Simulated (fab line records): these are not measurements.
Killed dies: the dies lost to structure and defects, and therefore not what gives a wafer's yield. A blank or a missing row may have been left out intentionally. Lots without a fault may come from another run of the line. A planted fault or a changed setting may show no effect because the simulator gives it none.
Comparing a struck lot with a sound one + flow sfqLine + 14 out of 325 route steps
Sound: wafers L900.1, L900.5, L900.6. Struck: wafer L904.5 (L904.2, L904.6, from the same lot, were not struck and are left out); the cause is given at the end.
Per side, at each step with rows, come the tool, then ch with its chambers, and then its first start. Under that, the readings that differ: sound wafers + struck wafers + difference of the means + sigmas: that difference in standard deviations of wafers without a fault.
alike: readings whose means differ by less than 2 such deviations, and words and numbers that are the same on both sides. not compared: withheld readings, readings that some wafer has no value for, bounds like >300 that may hide the same value, and numbers for which the record gives no deviation and whose values overlap.
Wherever a step has rows on one side only, a row that says differs or no value, or a row with sigmas, the two part there. When numbers do not overlap yet have no deviation, they are printed without sigmas and do not part them. Lack of a reading on every wafer of one side parts them only where that side has two or more wafers.

first, 7 steps without rows for these wafers: SFQ_TRILAYER_JJ_CE_STRIP_SOLV_CLEAN_121 (cleans in NMP, time 600 s); SFQ_TRILAYER_M5_LITHO_COAT_128 (resist thk 62 nm); SFQ_TRILAYER_M5_LITHO_COAT_123 (resist thk 600 nm); SFQ_TRILAYER_M5_LITHO_SOFTBAKE_127; SFQ_TRILAYER_M5_LITHO_EXPOSE_124 (exposes mask M5, target cd 700 nm); SFQ_TRILAYER_M5_LITHO_PEB_126 (peb time 60 s); SFQ_TRILAYER_M5_LITHO_DEVELOP_125 (time 60 s).
SFQ_M5_OVL_MEAS_932:
  sound on overlay-01 at day 53 01:38; struck on overlay-01 at day 60 01:03
  alike: M5_OVL
SFQ_TRILAYER_M5_BARC_OPEN_METAL_ETCH_161: etches BARC in O2, target depth 125 nm, time 41.7 s.
  sound on rieMetal-01 ch 0,1, day 53 01:40; struck on rieMetal-01 ch 1, day 60 01:05
| reading             | sound             | struck | difference | sigmas |
|---------------------|-------------------|--------|------------|--------|
| oesProductAu (a.u.) | 0.678 0.676 0.680 | 0.689  | +0.011     | +2     |
  alike: biasW, drypumpMotorCurrentA
  not compared: rfHoursCounterH
SFQ_TRILAYER_M5_ETCH_METAL_ETCH_126: etches Nb in Cl2/BCl3, stops on SiO2, time 203.2 s, target depth 265 nm.
  sound on rieMetal-01 ch 0,1, day 53 01:44; struck on rieMetal-01 ch 1, day 60 01:08
  alike: biasW, drypumpMotorCurrentA, oesProductAu
  not compared: rfHoursCounterH
SFQ_TRILAYER_M5_STRIP_STRIP_127: strips in O2.
  sound on rieMetal-01 ch 0,1, day 53 01:56; struck on rieMetal-01 ch 1, day 60 01:20
  alike: drypumpMotorCurrentA, oesProductAu
  not compared: rfHoursCounterH
then, 1 step without rows for these wafers: SFQ_TRILAYER_M5_STRIP_SOLV_CLEAN_128 (cleans in NMP, time 600 s).
SFQ_TRILAYER_A5B_DEP_PECVD_129: deposits SiO2 from SiH4/N2O, time 133.33 s, target thk 600 nm.
  sound on pecvd-04 ch 0,2, day 53 02:42; struck on pecvd-03 ch 0, day 60 02:07
| reading                                             | sound             | struck | difference | sigmas |
|-----------------------------------------------------|-------------------|--------|------------|--------|
| rfFwdPowerW (W)                                     | 182.6 182.6 182.2 | 153.5  | -29.0      | -51    |
| throttleValvePct (%)                                | 24.8 25.0 22.7    | 21.9   | -2.3       | -2     |
| model.SiO2_of_TRILAYER_A5B_DEP_PECVD_129.thkNm (nm) | 593.8 600.2 612.9 | 572.5  | -29.8      |        |
  alike: chamberPressureTorr, heaterPowerW
SFQ_TRILAYER_A5B_CMP_CMP_130: polishes, stops on Nb, target thk 340.7 nm.
  sound on cmp-02 ch 0,1,2, day 53 15:09; struck on cmp-01 ch 1, day 60 04:13
| reading           | sound        | struck | difference | sigmas |
|-------------------|--------------|--------|------------|--------|
| motorCurrentA (A) | 9.4 9.6 10.1 | 11.5   | +1.8       | +2     |

## WHERE THEY PART
Earliest at SFQ_TRILAYER_M5_BARC_OPEN_METAL_ETCH_161; latest, in this record, at SFQ_TRILAYER_A5B_CMP_CMP_130.

WHY: the cause the simulator had injected
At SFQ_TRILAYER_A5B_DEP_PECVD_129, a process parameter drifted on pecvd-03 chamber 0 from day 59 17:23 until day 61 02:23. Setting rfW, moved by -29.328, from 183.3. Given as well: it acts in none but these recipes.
